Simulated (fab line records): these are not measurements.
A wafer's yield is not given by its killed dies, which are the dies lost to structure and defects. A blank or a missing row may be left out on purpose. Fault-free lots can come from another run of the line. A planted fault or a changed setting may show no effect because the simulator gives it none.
One fault seen from 2 desks || flow sky130 || every desk sees just its own numbers, and what lay behind them comes last

## THE METROLOGY DESK
Lot by lot, what the gauges showed, no matter which tool ran the lot: averages of those sampled wafers that carry a number. If a lot's mean is further than 4 standard deviations from the usual mean, the lot is out of limits and carries the mark OUT (the distance appears in the brackets).
Columns: A = CONTACT_CVD_00_THK at SKY_CONTACT_THK_MEAS_01, usual 74.7 nm; B = CONTACT_HDPCVD_THK at SKY_CONTACT_THK_MEAS_03, usual 564 nm; C = CONTACT_BOW at SKY_CONTACT_BOW_MEAS_05, usual 84 um
{"lot": "L691", "first seen here": "day 31 12:05", "A": 73.6, "B": 569, "C": 77}
{"lot": "L694", "first seen here": "day 32 05:23", "A": 74.6, "B": 565, "C": 94}
{"lot": "L699", "first seen here": "day 34 04:05", "A": 74.1, "B": 558, "C": 94}
{"lot": "L700", "first seen here": "day 34 11:26", "A": 75.7, "B": 568, "C": 81}
{"lot": "L701", "first seen here": "day 34 17:25", "A": 74.4, "B": 562, "C": 93}
{"lot": "L711", "first seen here": "day 37 11:49", "A": 74.0, "B": 559, "C": 83}
Result from this desk: across the 6 lots, nothing is out of limits.

## DESK OF THE TOOL OWNER: krf scanner-02
The tool's own readings at SKY_CONTACT_EXPOSE_11 (exposes mask CTM1, target cd 170 nm): means of the sampled wafers that have a number, for each lot that ran on this tool. If a lot's mean is further than 4 standard deviations from the usual mean, the lot is out of limits and carries the mark OUT (the distance appears in the brackets).
Columns: A = exposure dose mJ cm2 at SKY_CONTACT_EXPOSE_11, usual 38.01; B = focus offset nm at SKY_CONTACT_EXPOSE_11, usual 0.0 nm; C = stage vel mm s at SKY_CONTACT_EXPOSE_11, usual 499.97 mm/s
{"lot": "L691", "first seen here": "day 32 03:11", "A": 38.00, "B": -0.2, "C": 500.05}
{"lot": "L694", "first seen here": "day 32 19:14", "A": 37.98, "B": -0.2, "C": 499.49}
{"lot": "L701", "first seen here": "day 35 07:19", "A": 37.97, "B": 0.6, "C": 500.03}
{"lot": "L711", "first seen here": "day 38 01:24", "A": 37.99, "B": -0.2, "C": 499.90}
Result from this desk: across the 4 lots, nothing is out of limits.

## PUT TOGETHER
From the metrology desk's view, nothing was out of limits.
The tool owner's desk saw nothing out of limits.

## WHAT HAD BEEN PUT IN BY THE SIMULATOR
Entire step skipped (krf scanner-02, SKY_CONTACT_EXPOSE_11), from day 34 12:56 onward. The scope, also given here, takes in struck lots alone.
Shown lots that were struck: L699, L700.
